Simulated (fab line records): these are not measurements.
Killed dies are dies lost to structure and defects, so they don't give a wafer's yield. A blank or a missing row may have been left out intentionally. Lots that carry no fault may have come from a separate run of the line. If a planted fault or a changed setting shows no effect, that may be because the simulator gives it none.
Tool commonality check ; flow gf180mcu ; Sampled: 14 lots, 42 wafers

REASON FOR OPENING
2 of 14 lots carry a flag on the reading V4_CVD_00_THK at GF_V4_THK_MEAS_01. Wafers without a fault read 597 nm, standard deviation 6.6.
Rule: a lot gets a flag if all its wafers with a number sit over 4 standard deviations from that mean, or if no wafer of it has a number. The rest of the lots are taken to be sound.

lot;measured;on;V4_CVD_00_THK (nm), wafer by wafer;flag
L991;day 23 09:05;film metro-01;588 604 601;
L992;day 23 12:49;film metro-03;596 595 592;
L993;day 24 00:43;film metro-03;591 587 583;
L996;day 25 09:41;film metro-04;603 594 598;
L997;day 25 16:31;film metro-04;588 595 585;
L998;day 26 00:47;film metro-03;586 588 583;
L102;day 27 14:23;film metro-01;604 599 599;
L104;day 28 05:16;film metro-03;595 606 601;
L105;day 28 07:35;film metro-01;600 604 603;
L109;day 29 09:53;film metro-04;497 497 505;FLAGGED
L110;day 29 12:24;film metro-04;599 594 595;
L111;day 29 18:01;film metro-01;512 499 510;FLAGGED
L112;day 29 22:13;film metro-03;601 603 608;
L114;day 30 11:10;film metro-03;599 604 604;
On average the flagged lots' numbers are 503 nm, which is -94 nm against the usual, or -14 standard deviations.

WHICH TOOL RAN EACH LOT
2 process steps preceding the reading are held in the record, out of 602 steps in the route. In each cell: the tool, then ch and the chambers that the sampled wafers went through, then the start.
lot;flag;GF_V3_CMP_04;GF_V4_CVD_00
L991;;cmp-01 ch 0,2,3, day 21 07:33;hdpcvd-01 ch 0,1,2, day 23 08:54
L992;;cmp-02 ch 0,2,3, day 21 11:52;hdpcvd-02 ch 1,2, day 23 12:44
L993;;cmp-02 ch 0,2,3, day 22 00:10;hdpcvd-02 ch 0,1,2, day 24 00:39
L996;;cmp-01 ch 0,1, day 23 10:18;hdpcvd-01 ch 0,2, day 25 09:36
L997;;cmp-01 ch 0,1,3, day 23 17:13;hdpcvd-02 ch 0,1,2, day 25 16:26
L998;;cmp-02 ch 0,3, day 24 03:20;hdpcvd-02 ch 1,2, day 26 00:43
L102;;cmp-01 ch 0,1,3, day 25 18:43;hdpcvd-01 ch 0,1,2, day 27 14:19
L104;;cmp-02 ch 1,3, day 26 10:11;hdpcvd-01 ch 0,1, day 28 05:10
L105;;cmp-02 ch 0,2,3, day 26 13:23;hdpcvd-01 ch 1,2, day 28 07:31
L109;FLAGGED;cmp-02 ch 0,2,3, day 27 16:27;hdpcvd-02 ch 0,1, day 29 09:49
L110;;cmp-01 ch 0,1,3, day 27 18:36;hdpcvd-01 ch 0,2, day 29 12:19
L111;FLAGGED;cmp-02 ch 0,2,3, day 28 01:06;hdpcvd-02 ch 0,1,2, day 29 17:57
L112;;cmp-02 ch 1,2,3, day 28 05:19;hdpcvd-01 ch 1,2, day 29 22:08
L114;;cmp-01 ch 2,3, day 28 18:40;hdpcvd-01 ch 0,2, day 30 11:05
What is done by these steps:
- GF_V3_CMP_04: polishes SiO2.
- GF_V4_CVD_00: deposits SiO2, target thk 600 nm, time 100 s.
- GF_V4_THK_MEAS_01

FLAGGED OVER TOTAL, TOOL BY TOOL (the gauges that took the reading come last)
step;tool;lots run;flagged;share of the flagged lots;sound lots run after its first flagged lot
GF_V3_CMP_04;cmp-01;6;0;none;-
GF_V3_CMP_04;cmp-02;8;2;all;1 (L112)
GF_V4_CVD_00;hdpcvd-01;8;0;none;-
GF_V4_CVD_00;hdpcvd-02;6;2;all;0
GF_V4_THK_MEAS_01;film metro-01;4;1;some;0
GF_V4_THK_MEAS_01;film metro-03;6;0;none;-
GF_V4_THK_MEAS_01;film metro-04;4;1;some;1 (L110)

WHAT IS ALLOWED BY THE TABLE
Every flagged lot went through 2 rows of the table: cmp-02 at GF_V3_CMP_04 and hdpcvd-02 at GF_V4_CVD_00.
- cmp-02 at GF_V3_CMP_04 ran 8 lots, 2 of them flagged. After the first flagged lot (L112), sound lots still ran on it; a lasting fault on the whole tool would not permit that.
- hdpcvd-02 at GF_V4_CVD_00 ran 6 lots, 2 of them flagged. It ran its last sound lot, L998, at day 26 00:43 and its first flagged lot, L109, at day 29 09:49: a fault with its onset between the two fits.
hdpcvd-02 at GF_V4_CVD_00 is the single tool remaining.

WHAT THE SIMULATOR HAD PUT IN
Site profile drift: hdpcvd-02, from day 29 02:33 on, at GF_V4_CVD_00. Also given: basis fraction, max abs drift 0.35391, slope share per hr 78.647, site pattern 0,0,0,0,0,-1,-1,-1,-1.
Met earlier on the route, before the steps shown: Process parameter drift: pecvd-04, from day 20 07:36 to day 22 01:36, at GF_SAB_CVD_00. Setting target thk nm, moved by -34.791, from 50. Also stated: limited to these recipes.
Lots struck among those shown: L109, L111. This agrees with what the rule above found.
